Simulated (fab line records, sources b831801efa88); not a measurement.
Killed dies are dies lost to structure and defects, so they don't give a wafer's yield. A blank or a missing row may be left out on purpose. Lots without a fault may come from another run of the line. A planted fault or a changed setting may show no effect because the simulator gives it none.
Which tool did it? | flow gf180mcu | 12 lots, 36 wafers sampled, at 7 steps of a route of 602

WHAT THE GAUGES READ, wafer by wafer
GF_NSD_CD_MEAS_07: target cd 400 nm. Usual: cd_nm 400.0 nm, standard deviation 2.3.
lot  | measured     | on        | cd_nm (nm)        | flag
L867 | day 13 22:36 | cd_sem-02 | 399.3 399.7 401.7 |
L870 | day 15 02:12 | cd_sem-01 | 397.2 396.5 401.1 |
L875 | day 16 21:52 | cd_sem-01 | - - -             | OFF
L876 | day 17 07:20 | cd_sem-01 | 400.2 401.2 399.5 |
L878 | day 17 15:55 | cd_sem-02 | 398.4 401.1 400.7 |
L879 | day 18 05:02 | cd_sem-01 | 397.2 396.0 397.6 |
L881 | day 19 01:02 | cd_sem-02 | 400.3 399.1 398.1 |
L882 | day 19 06:28 | cd_sem-02 | 400.6 400.8 402.5 |
L883 | day 19 12:41 | cd_sem-01 | 395.7 399.1 398.1 |
L885 | day 20 13:36 | cd_sem-01 | 402.5 401.9 404.6 |
L887 | day 20 16:27 | cd_sem-02 | 401.3 402.7 404.7 |
L889 | day 21 14:26 | cd_sem-02 | 399.2 400.2 397.8 |

GF_NSD_TW_MEAS_12. Usual: NSD_TW 4236, standard deviation 19.
lot  | measured     | on            | NSD_TW         | flag
L867 | day 13 23:10 | film_metro-04 | 4270 4254 4251 |
L870 | day 15 02:46 | film_metro-04 | 4263 4261 4258 |
L875 | day 16 22:25 | film_metro-04 | 30 30 30       | OFF
L876 | day 17 07:53 | film_metro-01 | 4228 4223 4238 |
L878 | day 17 16:28 | film_metro-04 | 4242 4242 4259 |
L879 | day 18 05:35 | film_metro-04 | 4248 4255 4241 |
L881 | day 19 01:35 | film_metro-01 | 4236 4251 4234 |
L882 | day 19 07:01 | film_metro-03 | 4238 4247 4242 |
L883 | day 19 13:14 | film_metro-01 | 4222 4218 4221 |
L885 | day 20 14:10 | film_metro-04 | 4226 4222 4239 |
L887 | day 20 17:01 | film_metro-04 | 4207 4220 4248 |
L889 | day 21 14:59 | film_metro-04 | 4259 4249 4244 |

GF_PSD_TW_MEAS_11. Usual: PSD_TW 3176, standard deviation 14.
lot  | measured     | on            | PSD_TW         | flag
L867 | day 14 19:49 | film_metro-01 | 3173 3165 3169 |
L870 | day 16 01:04 | film_metro-04 | 3191 3170 3161 |
L875 | day 17 22:25 | film_metro-04 | 4241 4245 4263 | OFF
L876 | day 18 08:13 | film_metro-01 | 3169 3190 3171 |
L878 | day 18 16:31 | film_metro-03 | 3164 3163 3170 |
L879 | day 19 05:17 | film_metro-04 | 3164 3180 3153 |
L881 | day 20 02:50 | film_metro-01 | 3183 3163 3190 |
L882 | day 20 07:38 | film_metro-03 | 3173 3174 3183 |
L883 | day 20 13:27 | film_metro-04 | 3160 3175 3193 |
L885 | day 21 14:28 | film_metro-03 | 3193 3211 3204 |
L887 | day 21 17:22 | film_metro-04 | 3194 3182 3192 |
L889 | day 22 15:02 | film_metro-04 | 3190 3182 3187 |

GF_V2_OVL_MEAS_15. Usual: V2_OVL -1 nm, standard deviation 5.6.
lot  | measured     | on         | V2_OVL (nm) | flag
L867 | day 21 02:08 | overlay-02 | -7 3 3      |
L870 | day 22 08:32 | overlay-02 | -9 -4 -4    |
L875 | day 24 05:58 | overlay-02 | 2 2 -1      |
L876 | day 24 15:11 | overlay-02 | -1 -5 1     |
L878 | day 24 22:26 | overlay-02 | -2 1 3      |
L879 | day 25 09:45 | overlay-01 | 2 8 3       |
L881 | day 26 06:26 | overlay-02 | -5 11 7     |
L882 | day 26 08:14 | overlay-02 | 0 -11 -3    |
L883 | day 26 16:15 | overlay-01 | -2 -1 2     |
L885 | day 27 10:17 | overlay-02 | 0 -1 0      |
L887 | day 27 13:53 | overlay-02 | -6 1 -6     |
L889 | day 28 09:17 | overlay-01 | 2 -11 2     |

GF_V2_THK_MEAS_25: measures by xrf. Usual: V2_W_THK 366 nm, standard deviation 7.9.
lot  | measured     | on            | V2_W_THK (nm) | flag
L867 | day 21 03:13 | film_metro-03 | 374 364 363   |
L870 | day 22 09:34 | film_metro-02 | 361 372 356   |
L875 | day 24 08:01 | film_metro-01 | 353 358 354   |
L876 | day 24 16:16 | film_metro-01 | 353 360 356   |
L878 | day 24 23:29 | film_metro-02 | 364 361 374   |
L879 | day 25 10:48 | film_metro-01 | 353 365 365   |
L881 | day 26 07:37 | film_metro-02 | 382 377 379   |
L882 | day 26 09:16 | film_metro-03 | 369 356 353   |
L883 | day 26 17:17 | film_metro-01 | 371 360 374   |
L885 | day 27 11:19 | film_metro-02 | 361 361 368   |
L887 | day 27 14:55 | film_metro-02 | 363 373 361   |
L889 | day 28 10:41 | film_metro-01 | 363 362 374   |

WHICH TOOL RAN EACH LOT (tool, then ch and the chambers of the sampled wafers, then the start)
lot  | GF_NSD_EXPOSE_04                    | GF_CONTACT_CMP_27
L867 | iline_stepper-01 ch 0, day 13 12:27 | cmp-02 ch 2,3, day 16 19:44
L870 | iline_stepper-01 ch 0, day 14 16:05 | cmp-01 ch 2,3, day 18 02:19
L875 | iline_stepper-02 ch 0, day 16 10:53 | cmp-02 ch 2,3, day 20 01:49
L876 | iline_stepper-02 ch 0, day 16 19:34 | cmp-02 ch 2,3, day 20 12:49
L878 | iline_stepper-02 ch 0, day 17 04:47 | cmp-01 ch 0,1,2, day 20 20:43
L879 | iline_stepper-01 ch 0, day 17 17:22 | cmp-02 ch 0,3, day 21 08:55
L881 | iline_stepper-02 ch 0, day 18 12:49 | cmp-01 ch 2,3, day 22 06:53
L882 | iline_stepper-02 ch 0, day 18 18:16 | cmp-02 ch 1,2,3, day 22 09:47
L883 | iline_stepper-01 ch 0, day 19 00:46 | cmp-02 ch 1,3, day 22 16:01
L885 | iline_stepper-02 ch 0, day 20 02:05 | cmp-02 ch 0,1,3, day 23 15:32
L887 | iline_stepper-02 ch 0, day 20 04:33 | cmp-02 ch 0,1,2, day 23 18:31
L889 | iline_stepper-02 ch 0, day 21 02:34 | cmp-01 ch 0,1,2, day 24 15:35
- GF_NSD_EXPOSE_04: exposes mask Nplus, target cd 400 nm.
- GF_CONTACT_CMP_27: polishes, stops on SiO2, t overpolish 15 s, target thk 0 nm.

WHAT THE TOOLS THEMSELVES READ (means of the sampled wafers that have a number; where no wafer has one, the mark that the record gives instead)
GF_NSD_EXPOSE_04. Usual: stage_vel_mm_s 500.03 mm/s, standard deviation 0.27.
lot  | tool             | stage_vel_mm_s (mm/s) | flag
L867 | iline_stepper-01 | 500.28                |
L870 | iline_stepper-01 | 500.10                |
L875 | iline_stepper-02 | 499.73                |
L876 | iline_stepper-02 | 499.69                |
L878 | iline_stepper-02 | 499.87                |
L879 | iline_stepper-01 | 499.64                |
L881 | iline_stepper-02 | 500.02                |
L882 | iline_stepper-02 | 500.05                |
L883 | iline_stepper-01 | 499.95                |
L885 | iline_stepper-02 | 499.68                |
L887 | iline_stepper-02 | 500.01                |
L889 | iline_stepper-02 | 500.12                |

GF_CONTACT_CMP_27. Usual: edge_zone_pressure_frac 1.000, standard deviation 0.0045; motor_current_A 11.1 A, standard deviation 0.65; overpolish_run_s 15.001 s, standard deviation 0.0099; time_to_endpoint_s 74 s, standard deviation 3.6.
lot  | tool   | edge_zone_pressure_frac | motor_current_A (A) | overpolish_run_s (s) | time_to_endpoint_s (s) | flag
L867 | cmp-02 | 0.994                   | 11.3                | 15.007               | 76                     |
L870 | cmp-01 | 0.995                   | 11.2                | 14.997               | 74                     |
L875 | cmp-02 | 1.000                   | 10.9                | 15.002               | 73                     |
L876 | cmp-02 | 0.999                   | 11.3                | 14.997               | 77                     |
L878 | cmp-01 | 1.002                   | 11.5                | 15.002               | 71                     |
L879 | cmp-02 | 0.998                   | 10.9                | 15.008               | 75                     |
L881 | cmp-01 | 1.001                   | 11.3                | 15.000               | 70                     |
L882 | cmp-02 | 0.998                   | 11.2                | 15.008               | 78                     |
L883 | cmp-02 | 0.998                   | 11.4                | 14.998               | 79                     |
L885 | cmp-02 | 0.996                   | 10.8                | 15.003               | 72                     |
L887 | cmp-02 | 1.003                   | 10.3                | 15.002               | 71                     |
L889 | cmp-01 | 1.000                   | 11.4                | 14.996               | 75                     |

THE ANSWER, worked out from the rows above alone
Rule: a lot is off if the mean of its wafers that have a number lies more than 3 standard deviations from the usual mean. A lot without any number at a reading at which 4 lots or more have one is off too. The other lots that the step has rows for count as sound. The gauges are gone through in route order, then the tools' own readings, and for those a lot's mean is taken as printed above. The first step at which some lot is off is used, and at that step the reading that is off furthest; a lot without a number counts as furthest.
Off: L875, at GF_NSD_CD_MEAS_07 (cd_nm). Without a number there: L875.
A tool fits if, at a process step before that reading, it ran every lot that is off, and no sound lot after the first of them. The gauges at GF_NSD_CD_MEAS_07 aren't tried: what is off there is off at GF_NSD_TW_MEAS_12 too, on other tools, and a gauge's error can't cause that. None of those tried fits.

WHAT THE SIMULATOR HAD PUT IN
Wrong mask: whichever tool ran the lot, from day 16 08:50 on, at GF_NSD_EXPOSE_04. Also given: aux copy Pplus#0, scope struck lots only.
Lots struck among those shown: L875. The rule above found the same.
